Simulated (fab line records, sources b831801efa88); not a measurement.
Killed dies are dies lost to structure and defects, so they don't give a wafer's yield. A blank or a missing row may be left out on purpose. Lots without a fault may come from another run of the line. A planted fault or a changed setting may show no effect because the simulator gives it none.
Which tool did it? | flow sky130 | 6 lots, 18 wafers sampled, at 3 steps of a route of 708

WHAT THE GAUGES READ, wafer by wafer
SKY_SD_P_OVL_MEAS_08.
lot  | measured     | on         | SD_P_OVL (nm)
L782 | day 26 23:47 | overlay-01 | -1.0 0.2 0.4
L785 | day 27 03:34 | overlay-01 | 1.9 2.7 0.1
L784 | day 27 07:12 | overlay-02 | -58.3 -57.8 -56.8 -57.6 -57.4 -56.7
L790 | day 28 13:57 | overlay-02 | -58.3 -57.6 -56.5 -56.7 -56.4 -55.6
L793 | day 30 07:38 | overlay-01 | -1.4 0.5 0.5
L795 | day 30 23:30 | overlay-01 | -57.4 -60.0 -59.0 -57.3 -59.4 -57.6

WHICH TOOL RAN EACH LOT (tool, then ch and the chambers of the sampled wafers, then the start)
lot  | SKY_LDD_HVN_STRIP_09                 | SKY_SD_P_EXPOSE_04
L782 | plasma_asher-02 ch 0,1, day 21 21:54 | iline_stepper-01 ch 0, day 26 10:11
L785 | plasma_asher-02 ch 0,1, day 22 04:24 | iline_stepper-01 ch 0, day 26 13:23
L784 | plasma_asher-01 ch 0,1, day 22 06:34 | iline_stepper-01 ch 0, day 26 17:01
L790 | plasma_asher-01 ch 0,1, day 23 14:22 | iline_stepper-01 ch 0, day 27 23:11
L793 | plasma_asher-01 ch 1, day 25 10:31   | iline_stepper-02 ch 0, day 29 18:16
L795 | plasma_asher-03 ch 0,1, day 26 03:43 | iline_stepper-01 ch 0, day 30 09:26
- SKY_LDD_HVN_STRIP_09: strips in O2/N2.
- SKY_SD_P_EXPOSE_04: exposes mask PSDM, target cd 380 nm.

THE ANSWER, worked out from the rows above alone
Rule: what is usual is taken from the lots themselves. Put in order of their means at a reading, lots are off if they are a third of the lots or fewer, leave a main group of 4 or more, and stand apart from it by a gap of 3 or more times the standard deviation of the main group's means; of several such gaps the widest counts. A main group whose means are all the same, to the digits that the tables above print for the reading, isn't used. A lot without any number at a reading at which 4 lots or more have one is off too. The other lots that the step has rows for count as sound.
No lot is off at any reading shown: from this, nothing can be told.

WHAT THE SIMULATOR HAD PUT IN
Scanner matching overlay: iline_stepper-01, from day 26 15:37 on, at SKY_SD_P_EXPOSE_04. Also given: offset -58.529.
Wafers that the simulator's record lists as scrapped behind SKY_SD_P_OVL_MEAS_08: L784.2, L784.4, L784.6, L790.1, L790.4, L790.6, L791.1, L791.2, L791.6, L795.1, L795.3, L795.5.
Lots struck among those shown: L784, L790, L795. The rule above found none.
